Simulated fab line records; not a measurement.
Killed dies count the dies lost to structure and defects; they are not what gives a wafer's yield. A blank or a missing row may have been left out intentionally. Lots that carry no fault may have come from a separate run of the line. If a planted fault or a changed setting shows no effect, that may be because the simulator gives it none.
Comparing a struck lot with a sound one -- flow sky130 -- 32 out of 708 route steps
Sound: these wafers, L822.1, L822.5, L822.6. Struck: wafers L833.1, L833.2, L833.5. The cause comes at the end.
At each step with rows: each side's tool, then ch and its chambers, then its first start. Under that, the readings that differ: sound wafers -- struck wafers -- difference of the means -- sigmas: that difference in standard deviations of wafers without a fault.
alike: same words and numbers on both sides, and readings whose means sit less than 2 such deviations apart. not compared: any withheld reading, any reading some wafer has no value for, any bound like >300 that may hide the same value, and any number with overlapping values for which the record gives no deviation.
The two part at a step that has a row with sigmas, a row that says differs or no value, or rows on one side only. Numbers that have no deviation but don't overlap get no sigmas and don't part them. A reading that every wafer of one side lacks parts them only if that side has two wafers or more.

SKY_PWDE_OVL_MEAS_07:
  sound on overlay-01 at day 5 03:05; struck on overlay-01 at day 7 10:13
  alike: PWDE_OVL
then, 1 step without rows for these wafers: SKY_PWDE_IMPLANT_08.
SKY_PWDE_STRIP_09: strips in O2/N2.
  sound on plasma-asher-02 ch 0,1, day 5 03:16; struck on plasma-asher-04 ch 0,1, day 7 10:24
  alike: drypump-motor-current-A, oes-product-au, strip-time-to-endpoint-s
  not compared: rf-hours-counter-h
SKY_PWDE_TW_MEAS_10:
  sound on film-metro-02 at day 5 03:22; struck on film-metro-03 at day 7 10:30
  alike: PWDE_TW
then, 7 steps without rows for these wafers: SKY_NWELL_DEHYDRATE_03 (time 60 s); SKY_NWELL_HMDS_04 (prime time 60 s); SKY_NWELL_COAT_05 (resist thk 3000 nm); SKY_NWELL_SOFTBAKE_06; SKY_NWELL_EXPOSE_07 (exposes mask NWM, target cd 840 nm); SKY_NWELL_PEB_08; SKY_NWELL_DEVELOP_09 (develop time 60 s).
SKY_NWELL_OVL_MEAS_10:
  sound on overlay-01 at day 5 21:06; struck on overlay-01 at day 8 06:15
  alike: NWELL_00_OVL
SKY_NWELL_IMPLANT_11:
  sound on implanter-01 ch 0, day 5 21:08; struck on implanter-01 ch 0, day 8 06:17
reading,sound,struck,difference,sigmas
beam-energy-keV,400.14 399.83 399.94,331.01 331.08 331.19,-68.88,-99 or more
model.implant.rp-nm (nm),496.5 496.5 496.5,416.6 416.6 416.6,-79.9,
model.implant.drp-nm (nm),116.9 116.9 116.9,106.2 106.2 106.2,-10.7,
then, 2 steps without rows for these wafers: SKY_NWELL_IMPLANT_12; SKY_NWELL_IMPLANT_13.
SKY_NWELL_STRIP_14: strips in O2/N2.
  sound on plasma-asher-02 ch 0,1, day 5 21:35; struck on plasma-asher-02 ch 0,1, day 8 06:44
  alike: drypump-motor-current-A, oes-product-au, strip-time-to-endpoint-s
  not compared: rf-hours-counter-h
SKY_NWELL_TW_MEAS_15:
  sound on film-metro-02 at day 5 21:41; struck on film-metro-02 at day 8 06:50
reading,sound,struck,difference,sigmas
NWELL_TW,1811 1815 1817,1756 1752 1763,-57,-3
then, 7 steps without rows for these wafers: SKY_NWELL_DEHYDRATE_16 (time 60 s); SKY_NWELL_HMDS_17 (prime time 60 s); SKY_NWELL_COAT_18 (resist thk 3000 nm); SKY_NWELL_SOFTBAKE_19; SKY_NWELL_EXPOSE_20 (exposes mask NWM COMPLEMENT, target cd 840 nm); SKY_NWELL_PEB_21; SKY_NWELL_DEVELOP_22 (develop time 60 s).
SKY_NWELL_OVL_MEAS_23:
  sound on overlay-01 at day 6 16:37; struck on overlay-01 at day 9 03:35
reading,sound,struck,difference,sigmas
NWELL_01_OVL (nm),-1.2 -1.5 -3.0,2.0 1.0 -0.1,+2.9,+2
then, 1 step without rows for these wafers: SKY_NWELL_IMPLANT_24.
SKY_NWELL_STRIP_25: strips in O2/N2.
  sound on plasma-asher-02 ch 0,1, day 6 16:47; struck on plasma-asher-03 ch 0,1, day 9 03:46
  alike: drypump-motor-current-A, oes-product-au, strip-time-to-endpoint-s
  not compared: rf-hours-counter-h
SKY_NWELL_TW_MEAS_26:
  sound on film-metro-04 at day 6 16:53; struck on film-metro-02 at day 9 03:52
reading,sound,struck,difference,sigmas
NWELL_2_TW,503 503 504,491 489 491,-13,-3
then, 1 step without rows for these wafers: SKY_NWELL_CLEAN_27 (cleans in SC1/SC2, time 150 s).
SKY_NWELL_RTA_28: time 30 s.
  sound on rtp-anneal-01 ch 0, day 6 17:00; struck on rtp-anneal-02 ch 0, day 9 03:59
  alike: lamp-power-pct, wafer_temp_C_max
SKY_NWELL_RS_MEAS_29: a four-point-probe measurement.
  sound on film-metro-02 at day 6 17:06; struck on film-metro-04 at day 9 04:05
reading,sound,struck,difference,sigmas
NWELL_RS (ohm/sq),623.8 622.0 622.9,657.5 657.6 657.5,+34.6,+18
-- the record jumps here: 40 days lie between the struck wafers' starts before and after (it left off in module NWELL and takes up again in module PAD_OPEN, whose first step shown is number 708 of the route) --
SKY_PAD_OPEN_PROBE_99:
  sound on prober-02 at day 47 06:37; struck on prober-01 at day 49 13:02
reading,sound,struck,difference,sigmas
model.etest.pfet_16v.r-on-ohm-um,1.501e+04 1.487e+04 1.519e+04,1.583e+04 1.572e+04 1.575e+04,+7.433e+02,
model.etest.res-nwell.line-ohm-um,1104 1115 1131,1779 1694 1740,+621,
model.etest.res-nwell.rs-ohm-sq,936.2 932.6 937.8,1444 1400 1412,+483,
model.etest.nfet_16v.r-on-ohm-um,1.381e+04 1.373e+04 1.381e+04,1.43e+04 1.414e+04 1.398e+04,+3.57e+02,
model.etest.pfet-g5v0d10v5.r-on-ohm-um,4721 4648 4730,4909 4888 4879,+192,
model.etest.tip_p_5v.rs-ohm-sq,2866 2861 2852,3059 3060 3034,+191,
model.etest.tip-p.rs-ohm-sq,6741 6731 6754,6966 6918 6919,+192,
model.etest.res-nwell.width-nm (nm),841.2 844.1 848.1,816.4 814.7 813.2,-29.7,
  alike: killed_at_M0_to_M3, killed_at_M4_up, killed-at-contacts, killed-at-front-end, killed-at-other, killed-dies, killed-open, killed-short

WHERE THEY PART
Last at SKY_NWELL_RS_MEAS_29 as far as this record goes, first at SKY_NWELL_IMPLANT_11. Later steps at which nothing parts them and some readings are alike: SKY_PAD_OPEN_PROBE_99.

WHY: whatever the simulator had introduced
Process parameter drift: implanter-01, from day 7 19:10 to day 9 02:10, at SKY_NWELL_IMPLANT_11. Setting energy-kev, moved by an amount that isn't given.
